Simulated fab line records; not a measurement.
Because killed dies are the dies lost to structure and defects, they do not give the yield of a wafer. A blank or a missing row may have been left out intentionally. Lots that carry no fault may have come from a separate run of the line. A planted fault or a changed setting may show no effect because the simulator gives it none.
Which of the tools did it? + flow sky130 + route of 708 steps, sampled at 1 step: 6 lots, 17 wafers

== WHAT THE GAUGES SHOWED, per wafer ==
SKY_CONTACT_CD_MEAS_14: the cd target is 170 nm.
| lot  | measured     | on       | cdNm (nm)         |
|------|--------------|----------|-------------------|
| L950 | day 32 16:46 | cdSem-01 | 168.8 170.3 168.6 |
| L953 | day 33 13:46 | cdSem-01 | 168.3 167.5 167.8 |
| L957 | day 34 18:42 | cdSem-02 | 170.1 170.3 170.9 |
| L961 | day 36 10:10 | cdSem-02 | 171.8 170.5 169.8 |
| L966 | day 37 19:40 | cdSem-01 | 171.8 170.9 169.9 |
| L971 | day 38 20:08 | cdSem-02 | 168.6 169.2       |

== WHAT TOOL EACH LOT RAN ON (gives the tool, then ch and the chambers of the sampled wafers, and finally the start) ==
The record shows no process step preceding these readings.

== THE ANSWER, worked out from the rows above alone ==
Rule: the usual values come from the lots themselves. Put in order of their means at a reading, lots are off if they are a third of the lots or fewer, leave a main group of 4 or more, and stand apart from it by a gap of 3 or more times the standard deviation of the main group's means; of several such gaps the widest counts. The tables above print the reading to a certain number of digits; a main group whose means all agree to those digits is not used. A lot without any number at a reading at which 4 lots or more have one is off too. The other lots that the step has rows for count as sound.
No lot is off on any of the readings shown, so nothing can be concluded from this.

== WHAT WAS PUT IN BY THE SIMULATOR ==
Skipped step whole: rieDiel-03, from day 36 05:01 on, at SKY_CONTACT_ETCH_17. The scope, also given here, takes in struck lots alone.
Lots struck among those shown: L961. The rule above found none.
